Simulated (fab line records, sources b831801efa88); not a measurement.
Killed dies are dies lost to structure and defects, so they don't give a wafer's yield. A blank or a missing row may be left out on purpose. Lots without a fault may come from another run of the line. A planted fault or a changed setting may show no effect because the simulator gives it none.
A struck lot beside a sound one | flow sfq_line | 42 steps out of a route of 325
Sound: wafers L987.1, L987.2, L987.5. Struck: wafer L102.2. (L102.1, L102.3 of the same lot were not struck and are left out.) The cause comes at the end.
At each step with rows: each side's tool, then ch and its chambers, then its first start. Under that, the readings that differ: sound wafers | struck wafers | difference of the means | sigmas: that difference in standard deviations of wafers without a fault.
alike: readings whose means differ by less than 2 such deviations, and words and numbers that are the same on both sides. not compared: withheld readings, readings that some wafer has no value for, bounds like >300 that may hide the same value, and numbers for which the record gives no deviation and whose values overlap.
The two part at a step that has a row with sigmas, a row that says differs or no value, or rows on one side only. Numbers that don't overlap but have no deviation are shown without sigmas and don't part them. A reading that every wafer of one side lacks parts them only if that side has two wafers or more.

first, 6 steps without rows for these wafers: SFQ_TRILAYER_I0_VIA_LITHO_COAT_036 (resist thk 62 nm); SFQ_TRILAYER_I0_VIA_LITHO_COAT_031 (resist thk 650 nm); SFQ_TRILAYER_I0_VIA_LITHO_SOFTBAKE_035; SFQ_TRILAYER_I0_VIA_LITHO_EXPOSE_032 (exposes mask I0, target cd 500 nm); SFQ_TRILAYER_I0_VIA_LITHO_PEB_034 (peb time 60 s); SFQ_TRILAYER_I0_VIA_LITHO_DEVELOP_033 (time 60 s).
SFQ_I0_OVL_MEAS_908:
  sound on overlay-01, day 13 13:56; struck on overlay-02, day 17 18:29
  alike: I0_OVL
SFQ_TRILAYER_I0_VIA_BARC_OPEN_VIA_ETCH_046: etches BARC in O2, target depth 125 nm, time 41.7 s.
  sound on rie_diel-01 ch 0,2, day 13 13:59; struck on rie_diel-01 ch 3, day 17 18:31
  reading               | sound             | struck | difference | sigmas
  oes_product_au (a.u.) | 0.686 0.682 0.684 | 0.694  | +0.010     | +2
  alike: drypump_motor_current_A
  not compared: rf_hours_counter_h
SFQ_TRILAYER_I0_VIA_ETCH_VIA_ETCH_034: etches SiO2 in CHF3, stops on Nb, target depth 260 nm.
  sound on rie_diel-01 ch 0,2, day 13 14:01; struck on rie_diel-01 ch 3, day 17 18:34
  alike: drypump_motor_current_A, oes_product_au
SFQ_TRILAYER_I0_VIA_STRIP_STRIP_035: strips in O2.
  sound on rie_metal-04 ch 0,1, day 13 14:08; struck on rie_metal-02 ch 0, day 17 18:41
  alike: drypump_motor_current_A, oes_product_au
  not compared: rf_hours_counter_h
then, 2 steps without rows for these wafers: SFQ_TRILAYER_I0_VIA_STRIP_SOLV_CLEAN_036 (cleans in NMP, time 600 s); SFQ_TRILAYER_M1_DEP_PRE_CLEAN_038 (time 22.5 s).
SFQ_TRILAYER_M1_DEP_SPUTTER_037: material Nb, target thk 200 nm, time 133.3 s.
  sound on pvd_sputter-04, day 13 15:08; struck on pvd_sputter-04, day 17 19:29
  reading                                             | sound             | struck | difference | sigmas
  model.Nb_of_TRILAYER_M1_DEP_SPUTTER_037.thk_nm (nm) | 203.9 202.3 201.7 | 116.4  | -86.2      |
  alike: chamber_pressure_pa, throttle_valve_pct
SFQ_M1_RS_MEAS_909: measures by four-point-probe.
  sound on film_metro-02, day 13 15:14; struck on film_metro-02, day 17 19:34
  reading           | sound             | struck | difference | sigmas
  M1_NB_RS (ohm/sq) | 0.872 0.877 0.881 | 1.540  | +0.663     | +66
then, 6 steps without rows for these wafers: SFQ_TRILAYER_M1_LITHO_COAT_044 (resist thk 62 nm); SFQ_TRILAYER_M1_LITHO_COAT_039 (resist thk 600 nm); SFQ_TRILAYER_M1_LITHO_SOFTBAKE_043; SFQ_TRILAYER_M1_LITHO_EXPOSE_040 (exposes mask M1, target cd 500 nm); SFQ_TRILAYER_M1_LITHO_PEB_042 (peb time 60 s); SFQ_TRILAYER_M1_LITHO_DEVELOP_041 (time 60 s).
-- the record jumps here: 5 days lie between the struck wafers' starts before and after --
SFQ_M1_OVL_MEAS_911:
  sound on overlay-02, day 18 06:29; struck on overlay-01, day 22 18:08
  reading     | sound   | struck | difference | sigmas
  M1_OVL (nm) | 3 -1 13 | -8     | -13        | -2
then, 1 step without rows for these wafers: SFQ_TRILAYER_M1_BARC_OPEN_METAL_ETCH_054 (etches BARC in O2, target depth 125 nm, time 41.7 s).
SFQ_TRILAYER_M1_ETCH_METAL_ETCH_042: etches Nb in Cl2/Ar, stops on SiO2, target depth 240 nm, time 120 s.
  sound on rie_metal-03 ch 0,1, day 18 06:35; struck on rie_metal-03 ch 0, day 22 18:14
  reading               | sound             | struck | difference | sigmas
  oes_product_au (a.u.) | 0.906 0.900 0.894 | 0.682  | -0.218     | -30
  alike: drypump_motor_current_A
  not compared: rf_hours_counter_h
SFQ_TRILAYER_M1_STRIP_STRIP_043: strips in O2.
  sound on rie_metal-03 ch 0,1, day 18 06:43; struck on rie_metal-03 ch 0, day 22 18:22
  alike: drypump_motor_current_A, oes_product_au
  not compared: rf_hours_counter_h
then, 2 steps without rows for these wafers: SFQ_TRILAYER_M1_STRIP_SOLV_CLEAN_044 (cleans in NMP, time 600 s); SFQ_TRILAYER_I1_DEP_PECVD_045 (deposits SiO2 from SiH4/N2O, time 111.11 s, target thk 500 nm).
SFQ_TRILAYER_I1_CMP_CMP_046: polishes SiO2.
  sound on cmp-02 ch 1,2, day 18 12:04; struck on cmp-02 ch 1, day 22 19:44
  reading             | sound        | struck | difference | sigmas
  motor_current_A (A) | 12.3 9.3 9.5 | 13.5   | +3.1       | +2
  alike: time_to_endpoint_s
SFQ_I1_BOW_MEAS_912:
  sound on film_metro-04, day 18 15:04; struck on film_metro-01, day 22 22:14
  alike: I1_BOW
then, 7 steps without rows for these wafers: SFQ_TRILAYER_I1_METRO_MEASURE_047; SFQ_TRILAYER_I1_VIA_LITHO_COAT_054 (resist thk 62 nm); SFQ_TRILAYER_I1_VIA_LITHO_COAT_049 (resist thk 650 nm); SFQ_TRILAYER_I1_VIA_LITHO_SOFTBAKE_053; SFQ_TRILAYER_I1_VIA_LITHO_EXPOSE_050 (exposes mask I1, target cd 500 nm); SFQ_TRILAYER_I1_VIA_LITHO_PEB_052 (peb time 60 s); SFQ_TRILAYER_I1_VIA_LITHO_DEVELOP_051 (time 60 s).
-- the record jumps here: 6 days lie between the struck wafers' starts before and after --
SFQ_I1_OVL_MEAS_913:
  sound on overlay-02, day 23 16:44; struck on overlay-02, day 28 23:40
  alike: I1_OVL
then, 5 steps without rows for these wafers: SFQ_TRILAYER_I1_VIA_BARC_OPEN_VIA_ETCH_071 (etches BARC in O2, target depth 125 nm, time 41.7 s); SFQ_TRILAYER_I1_VIA_ETCH_VIA_ETCH_052 (etches SiO2 in CHF3, stops on Nb, target depth 260 nm); SFQ_TRILAYER_I1_VIA_STRIP_STRIP_053 (strips in O2); SFQ_TRILAYER_I1_VIA_STRIP_SOLV_CLEAN_054 (cleans in NMP, time 600 s); SFQ_TRILAYER_M2_DEP_PRE_CLEAN_056 (time 22.5 s).
-- the record jumps here: 59 days lie between the struck wafers' starts before and after --
SFQ_M8_BOW_MEAS_951:
  sound on film_metro-03, day 76 00:47; struck on film_metro-02, day 87 15:05
  reading                 | sound                | struck | difference | sigmas
  model.etest.m1.ohm_um   | 1.747 1.766 1.778    | 3.064  | +1.300     |
  model.etest.i0.link_ohm | 1.931 1.935 1.936    | 2.74   | +0.81      |
  model.etest.m1.ohm_sq   | 0.8712 0.8783 0.8807 | 1.527  | +0.650     |
  model.etest.i1.link_ohm | 1.961 1.957 1.973    | 2.589  | +0.625     |
  alike: M8_BOW

WHERE THEY PART
First at SFQ_TRILAYER_I0_VIA_BARC_OPEN_VIA_ETCH_046; last, within this record, at SFQ_TRILAYER_I1_CMP_CMP_046. Later steps at which nothing parts them and some readings are alike: SFQ_I1_BOW_MEAS_912, SFQ_I1_OVL_MEAS_913, SFQ_M8_BOW_MEAS_951.

WHY: what the simulator had put in
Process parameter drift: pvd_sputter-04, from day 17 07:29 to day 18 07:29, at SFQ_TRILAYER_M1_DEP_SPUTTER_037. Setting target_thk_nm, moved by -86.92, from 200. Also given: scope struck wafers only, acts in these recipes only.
